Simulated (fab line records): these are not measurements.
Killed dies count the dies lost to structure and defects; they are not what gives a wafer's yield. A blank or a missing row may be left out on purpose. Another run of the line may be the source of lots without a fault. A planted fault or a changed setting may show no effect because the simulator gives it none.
A struck lot beside a sound one / flow gf180mcu / 14 steps out of a route of 602
Sound: the wafers L776.1, L776.2, L776.6. Wafers L780.4, L780.5, L780.6 were the ones struck. The cause is named last.
Each step with rows lists, per side, the tool, then ch with its chambers, then its first start. Under that, the readings that differ: sound wafers / struck wafers / difference of the means / sigmas: that difference in standard deviations of wafers without a fault.
alike: readings whose means differ by less than 2 such deviations, and words and numbers that are the same on both sides. not compared: withheld readings, readings that some wafer has no value for, bounds like >300 that may hide the same value, and numbers for which the record gives no deviation and whose values overlap.
The two part at a step that has a row with sigmas, a row that says differs or no value, or rows on one side only. Numbers that don't overlap but have no deviation are shown without sigmas and don't part them. Lack of a reading on every wafer of one side parts them only where that side has two or more wafers.

GF_STI_THK_MEAS_24:
  struck on film-metro-04, day 5 04:28; sound on film-metro-04, day 4 08:49
  alike: STI_CVD_23_THK
GF_STI_CMP_25: polishes, stops on Si3N4, t overpolish 33 s, target thk 524.6 nm.
  sound on cmp-02 ch 0,2, day 4 08:56; struck on cmp-01 ch 1,2, day 5 04:29
  alike: motor-current-A, overpolish-run-s, time-to-endpoint-s
then, 4 steps without rows for these wafers: GF_STI_WET_ETCH_26 (etches SiO2 in dHF, target depth 94 nm, time 188 s); GF_STI_WET_ETCH_27 (etches Si3N4 in H3PO4, target depth 160 nm, time 1825 s); GF_STI_WET_ETCH_28 (etches SiO2 in dHF, target depth 20 nm, time 40 s); GF_STI_OXIDATION_29 (stabilise 600 s, purge 300 s, target thk 10 nm).
GF_STI_THK_MEAS_30:
  struck on film-metro-02, day 5 08:18; sound on film-metro-03, day 4 11:39
  alike: STI_OXIDATION_02_THK
then, 5 steps without rows for these wafers: GF_DNWELL_DEHYDRATE_00 (time 60 s); GF_DNWELL_HMDS_01 (prime time 60 s); GF_DNWELL_COAT_02 (resist thk 3000 nm); GF_DNWELL_SOFTBAKE_03; GF_DNWELL_EXPOSE_04 (exposes mask DNWELL, target cd 1700 nm).
GF_DNWELL_PEB_05:
  struck on litho-track-02, day 5 22:00; sound on litho-track-01 ch 0, day 5 01:00
  no value came back on the struck wafers for chill-plate-temp-C (C), exhaust-pa (Pa); on the sound wafers chill-plate-temp-C (C) reads 23.17 23.08 22.98
then, 1 step without rows for these wafers: GF_DNWELL_DEVELOP_06 (develop time 60 s).

== WHERE THEY PART ==
At GF_DNWELL_PEB_05 and nowhere else, as far as this record goes.

WHY: what the simulator had put in
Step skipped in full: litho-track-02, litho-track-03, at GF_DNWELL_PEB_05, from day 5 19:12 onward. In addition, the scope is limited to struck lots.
